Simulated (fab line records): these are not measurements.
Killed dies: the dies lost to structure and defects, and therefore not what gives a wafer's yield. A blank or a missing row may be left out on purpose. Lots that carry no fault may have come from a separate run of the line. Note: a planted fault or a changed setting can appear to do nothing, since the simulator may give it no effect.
Which tool did it? -- flow sky130 -- 12 lots with 36 wafers sampled at 4 steps, on a route of 708 steps

WHAT THE GAUGES READ, wafer by wafer
SKY_VIA3_BOW_MEAS_03. Usual: for VIA3_BOW the level is 80 um and the standard deviation is 7.9.
lot,measured,on,VIA3_BOW (um),flag
L977,day 38 18:29,film_metro-03,87 95 101,
L979,day 39 04:38,film_metro-03,68 77 84,
L981,day 39 10:48,film_metro-03,76 68 69,
L984,day 40 14:10,film_metro-01,73 70 87,
L985,day 40 18:48,film_metro-01,82 85 84,
L986,day 40 21:50,film_metro-04,68 68 83,
L989,day 41 20:41,film_metro-01,82 77 84,
L994,day 43 05:55,film_metro-01,68 94 96,
L996,day 43 17:20,film_metro-03,82 78 76,
L997,day 44 08:14,film_metro-03,74 81 77,
L998,day 45 00:29,film_metro-03,86 77 93,
L999,day 45 01:07,film_metro-03,75 93 82,

SKY_CAP2M_OVL_MEAS_12. Usual: for CAP2M_OVL the level is 0.6 nm and the standard deviation is 1.7.
lot,measured,on,CAP2M_OVL (nm),flag
L977,day 40 19:59,overlay-02,-2.1 -0.2 -1.0,
L979,day 41 07:18,overlay-02,0.4 0.5 -1.2,
L981,day 41 12:59,overlay-02,3.5 2.0 2.9,
L984,day 42 13:59,overlay-01,1.5 2.2 1.9,
L985,day 42 19:34,overlay-02,0.2 0.9 -0.6,
L986,day 42 22:38,overlay-01,0.5 -0.6 1.2,
L989,day 43 21:08,overlay-02,3.9 2.8 3.3,
L994,day 45 05:03,overlay-01,2.1 0.6 0.6,
L996,day 45 13:56,overlay-02,1.9 1.8 -0.2,
L997,day 46 05:20,overlay-02,0.6 -1.1 -0.2,
L998,day 46 20:17,overlay-01,-1.1 -1.4 0.3,
L999,day 46 21:14,overlay-01,2.4 3.3 3.1,

SKY_VIA4_THK_MEAS_01. Usual: for VIA4_HDPCVD_THK the level is 1752 nm and the standard deviation is 16.
lot,measured,on,VIA4_HDPCVD_THK (nm),flag
L977,day 41 21:38,film_metro-02,1741 1751 1746,
L979,day 42 08:35,film_metro-02,1754 1769 1749,
L981,day 42 14:05,film_metro-01,1754 1761 1771,
L984,day 43 14:46,film_metro-02,1741 1754 1756,
L985,day 43 20:28,film_metro-02,1752 1739 1728,
L986,day 43 23:16,film_metro-02,1756 1747 1754,
L989,day 44 21:02,film_metro-02,1737 1759 1734,
L994,day 46 04:55,film_metro-01,1759 1787 1760,
L996,day 46 13:18,film_metro-02,2574 1755 2573,OFF
L997,day 47 03:53,film_metro-02,1761 1742 1757,
L998,day 47 17:47,film_metro-02,2559 2538 1727,OFF
L999,day 47 18:52,film_metro-01,2570 1761 2555,OFF

EACH LOT AND THE TOOL THAT RAN IT (in order: tool; ch and the chambers of the sampled wafers; start)
lot,SKY_VIA4_HDPCVD_00
L977,"hdpcvd-01 ch 0,2, day 41 21:27"
L979,"hdpcvd-02 ch 1,2, day 42 08:24"
L981,"hdpcvd-01 ch 0,1,2, day 42 13:53"
L984,"hdpcvd-01 ch 0,2, day 43 14:35"
L985,"hdpcvd-02 ch 0,2, day 43 20:17"
L986,"hdpcvd-01 ch 0,1, day 43 23:05"
L989,"hdpcvd-01 ch 0,1, day 44 20:51"
L994,"hdpcvd-01 ch 0,1,2, day 46 04:43"
L996,"hdpcvd-01 ch 0,2, day 46 13:07"
L997,"hdpcvd-02 ch 0,1,2, day 47 03:43"
L998,"hdpcvd-01 ch 0,2, day 47 17:37"
L999,"hdpcvd-01 ch 0,2, day 47 18:34"
- SKY_VIA4_HDPCVD_00: deposits SiO2, target thk 1750 nm, time 291.7 s.

AS READ BY THE TOOLS THEMSELVES (means over the sampled wafers that have a number; for cases with no such wafer, the mark the record gives instead)
SKY_VIA4_HDPCVD_00. Usual: pressure_mtorr 5.998 mTorr, standard deviation 0.012; run_length_s 319.5 s, standard deviation 0.49.
lot,tool,pressure_mtorr (mTorr),run_length_s (s),flag
L977,hdpcvd-01,5.999,319.5,
L979,hdpcvd-02,6.000,319.5,
L981,hdpcvd-01,5.995,319.8,
L984,hdpcvd-01,5.992,319.3,
L985,hdpcvd-02,6.007,319.6,
L986,hdpcvd-01,6.006,319.4,
L989,hdpcvd-01,5.994,319.2,
L994,hdpcvd-01,5.982,319.4,
L996,hdpcvd-01,6.010,407.7,OFF
L997,hdpcvd-02,5.997,319.4,
L998,hdpcvd-01,6.008,407.5,OFF
L999,hdpcvd-01,5.995,407.8,OFF

THE ANSWER, worked out from the rows above alone
Rule: lot off if the mean of its wafers having a number is beyond 3 standard deviations from the usual mean. A lot without any number at a reading at which 4 lots or more have one is off too. Where the step has rows for the other lots, those lots are counted as sound. Order of review: gauges by route order, followed by the tools' own readings, for which a lot's mean as printed above is used. At the first step where some lot is off, the reading lying furthest off is the one used; lots without a number count as furthest.
Off: at SKY_VIA4_THK_MEAS_01 (VIA4_HDPCVD_THK), L996, L998, L999.
If a tool, at a process step before that reading, ran all the lots that are off and no sound lot after the first of them, it fits. The gauges at SKY_VIA4_THK_MEAS_01 aren't tried: what is off there is off at SKY_VIA4_HDPCVD_00 too, on other tools, and a gauge's error can't cause that. One fits: hdpcvd-01 at SKY_VIA4_HDPCVD_00. Its last sound lot is L994 (day 46 04:43), its first lot that is off L996 (day 46 13:07): a fault that began between those two fits.
On the lots that are off, the tool's own readings at SKY_VIA4_HDPCVD_00 differ by more than 5 times the standard deviation of the sound lots' means, which bears it out; run_length_s reads 407.7 s there versus 319.5 s on the sound lots.

WHAT THE SIMULATOR PUT IN
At SKY_VIA4_HDPCVD_00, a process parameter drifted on hdpcvd-01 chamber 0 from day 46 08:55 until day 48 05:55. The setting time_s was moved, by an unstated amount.
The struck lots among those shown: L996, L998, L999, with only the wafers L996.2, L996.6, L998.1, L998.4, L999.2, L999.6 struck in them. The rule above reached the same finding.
